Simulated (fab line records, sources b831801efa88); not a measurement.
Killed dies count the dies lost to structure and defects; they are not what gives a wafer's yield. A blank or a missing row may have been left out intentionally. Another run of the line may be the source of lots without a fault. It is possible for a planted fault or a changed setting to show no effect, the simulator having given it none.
Which of the tools did it? | flow sky130 | 39 wafers from 13 lots sampled at 5 of the route's 708 steps

WHAT THE GAUGES SHOWED, per wafer
SKY_LDD_P_TW_MEAS_11.
lot  | measured     | on            | LDD_P_TW
L579 | day 18 19:29 | film-metro-04 | 630 627 633
L580 | day 19 08:20 | film-metro-04 | 630 629 631
L583 | day 20 20:51 | film-metro-04 | 629 626 627
L588 | day 22 14:18 | film-metro-04 | 628 627 625
L590 | day 23 10:55 | film-metro-04 | 626 628 626
L594 | day 24 10:31 | film-metro-03 | 638 634 636
L596 | day 25 05:10 | film-metro-01 | 641 642 642
L597 | day 25 21:48 | film-metro-01 | 639 642 638
L598 | day 26 04:11 | film-metro-03 | 640 645 642
L599 | day 26 12:17 | film-metro-01 | 639 643 643
L600 | day 26 14:19 | film-metro-03 | 640 642 641
L601 | day 26 18:24 | film-metro-03 | 642 640 645
L602 | day 27 11:34 | film-metro-04 | 626 623 626

SKY_SD_P_TW_MEAS_11.
lot  | measured     | on            | SD_P_TW
L579 | day 25 07:30 | film-metro-04 | 2790 2785 2794
L580 | day 25 18:40 | film-metro-02 | 2791 2825 2796
L583 | day 27 05:28 | film-metro-04 | 2771 2779 2789
L588 | day 28 18:59 | film-metro-03 | 2865 2852 2861
L590 | day 29 17:34 | film-metro-04 | 2767 2778 2789
L594 | day 30 15:10 | film-metro-03 | 2834 2847 2841
L596 | day 31 07:23 | film-metro-04 | 2801 2772 2791
L597 | day 31 22:41 | film-metro-03 | 2839 2834 2822
L598 | day 32 05:50 | film-metro-04 | 2800 2786 2787
L599 | day 32 11:10 | film-metro-04 | 2796 2784 2786
L600 | day 32 13:56 | film-metro-02 | 2807 2798 2809
L601 | day 32 19:10 | film-metro-02 | 2819 2814 2812
L602 | day 33 09:13 | film-metro-02 | 2799 2810 2804

SKY_RES_XHIGH_TW_MEAS_09.
lot  | measured     | on            | RES_XHIGH_TW
L579 | day 26 12:56 | film-metro-04 | 1635 1623 1619
L580 | day 26 23:05 | film-metro-03 | 1656 1655 1651
L583 | day 28 09:27 | film-metro-04 | 1616 1612 1615
L588 | day 29 23:18 | film-metro-02 | 30 1629 30
L590 | day 30 21:44 | film-metro-04 | 30 1616 1615
L594 | day 31 18:33 | film-metro-03 | 1643 1646 1637
L596 | day 32 11:28 | film-metro-04 | 1623 1616 1617
L597 | day 33 01:58 | film-metro-02 | 1632 1629 1628
L598 | day 33 08:50 | film-metro-03 | 1648 1650 1657
L599 | day 33 14:13 | film-metro-04 | 1623 1621 1632
L600 | day 33 16:28 | film-metro-02 | 1620 1629 1633
L601 | day 33 21:07 | film-metro-04 | 1623 1626 1626
L602 | day 34 11:47 | film-metro-03 | 1643 1644 1637

EACH LOT AND THE TOOL THAT RAN IT (in order: tool; ch and the chambers of the sampled wafers; start)
lot  | SKY_LDD_HVP_STRIP_09                 | SKY_RES_XHIGH_DEVELOP_06
L579 | plasma-asher-02 ch 0,1, day 21 08:20 | litho-track-01 ch 0, day 26 12:32
L580 | plasma-asher-02 ch 0,1, day 21 21:46 | litho-track-02 ch 0, day 26 22:41
L583 | plasma-asher-03 ch 0,1, day 23 09:59 | litho-track-02 ch 0, day 28 09:05
L588 | plasma-asher-03 ch 0,1, day 25 02:01 | litho-track-02 ch 0, day 29 22:56
L590 | plasma-asher-01 ch 0,1, day 25 22:45 | litho-track-02 ch 0, day 30 21:20
L594 | plasma-asher-01 ch 0,1, day 26 21:48 | litho-track-01 ch 0, day 31 18:10
L596 | plasma-asher-03 ch 0,1, day 27 15:44 | litho-track-04 ch 0, day 32 11:05
L597 | plasma-asher-01 ch 0,1, day 28 07:53 | litho-track-01 ch 0, day 33 01:35
L598 | plasma-asher-01 ch 0,1, day 28 15:25 | litho-track-02 ch 0, day 33 08:27
L599 | plasma-asher-03 ch 0,1, day 28 21:42 | litho-track-04 ch 0, day 33 13:50
L600 | plasma-asher-02 ch 0,1, day 28 23:14 | litho-track-02 ch 0, day 33 16:06
L601 | plasma-asher-01 ch 1, day 29 03:13   | litho-track-04 ch 0, day 33 20:43
L602 | plasma-asher-02 ch 0,1, day 29 20:19 | litho-track-02 ch 0, day 34 11:23
- SKY_LDD_HVP_STRIP_09: strips in O2/N2.
- SKY_RES_XHIGH_DEVELOP_06: develop time 60 s.

AS READ BY THE TOOLS THEMSELVES (means over the sampled wafers that have a number; for cases with no such wafer, the mark the record gives instead)
SKY_LDD_HVP_STRIP_09.
lot  | tool            | drypump-motor-current-A (A) | n2-flow-sccm (sccm) | oes-product-au (a.u.) | strip-time-to-endpoint-s (s)
L579 | plasma-asher-02 | 6.3                         | 300.0               | 0.409                 | 4.157
L580 | plasma-asher-02 | 6.2                         | 299.4               | 0.408                 | 4.137
L583 | plasma-asher-03 | 5.7                         | 300.3               | 0.409                 | 4.153
L588 | plasma-asher-03 | 5.7                         | 300.0               | 0.410                 | 4.137
L590 | plasma-asher-01 | 4.8                         | 299.5               | 0.413                 | 4.137
L594 | plasma-asher-01 | 4.9                         | 299.5               | 0.413                 | 4.118
L596 | plasma-asher-03 | 5.7                         | 300.2               | 0.410                 | 4.127
L597 | plasma-asher-01 | 4.9                         | 299.3               | 0.408                 | 4.140
L598 | plasma-asher-01 | 4.9                         | 300.0               | 0.410                 | 4.134
L599 | plasma-asher-03 | 6.0                         | 299.1               | 0.411                 | 4.126
L600 | plasma-asher-02 | 6.3                         | 300.6               | 0.407                 | 4.124
L601 | plasma-asher-01 | 4.8                         | 299.7               | 0.409                 | 4.106
L602 | plasma-asher-02 | 6.3                         | 299.5               | 0.405                 | 4.131

THE ANSWER, worked out from the rows above alone
Rule: the lots themselves supply what counts as usual. Put in order of their means at a reading, lots are off if they are a third of the lots or fewer, leave a main group of 4 or more, and stand apart from it by a gap of 3 or more times the standard deviation of the main group's means; of several such gaps the widest counts. A main group is skipped when, at the precision printed for the reading in the tables above, its means are all equal. Also off: a lot with no number at a reading for which 4 or more lots have one. All remaining lots with rows at the step are treated as sound. The gauges are gone through in route order, then the tools' own readings, and for those a lot's mean is taken as printed above. At the first step where some lot is off, the reading lying furthest off is the one used; lots without a number count as furthest.
Off: L588, L590, at SKY_RES_XHIGH_TW_MEAS_09 (RES_XHIGH_TW). The main group has a mean of 1632 with a standard deviation of 12.
A tool fits if, at a process step before that reading, it ran every lot that is off, and no sound lot after the first of them. Gauges at SKY_RES_XHIGH_TW_MEAS_09: tried the same way as those tools. None of those tried fits.

WHAT HAD BEEN PUT IN BY THE SIMULATOR
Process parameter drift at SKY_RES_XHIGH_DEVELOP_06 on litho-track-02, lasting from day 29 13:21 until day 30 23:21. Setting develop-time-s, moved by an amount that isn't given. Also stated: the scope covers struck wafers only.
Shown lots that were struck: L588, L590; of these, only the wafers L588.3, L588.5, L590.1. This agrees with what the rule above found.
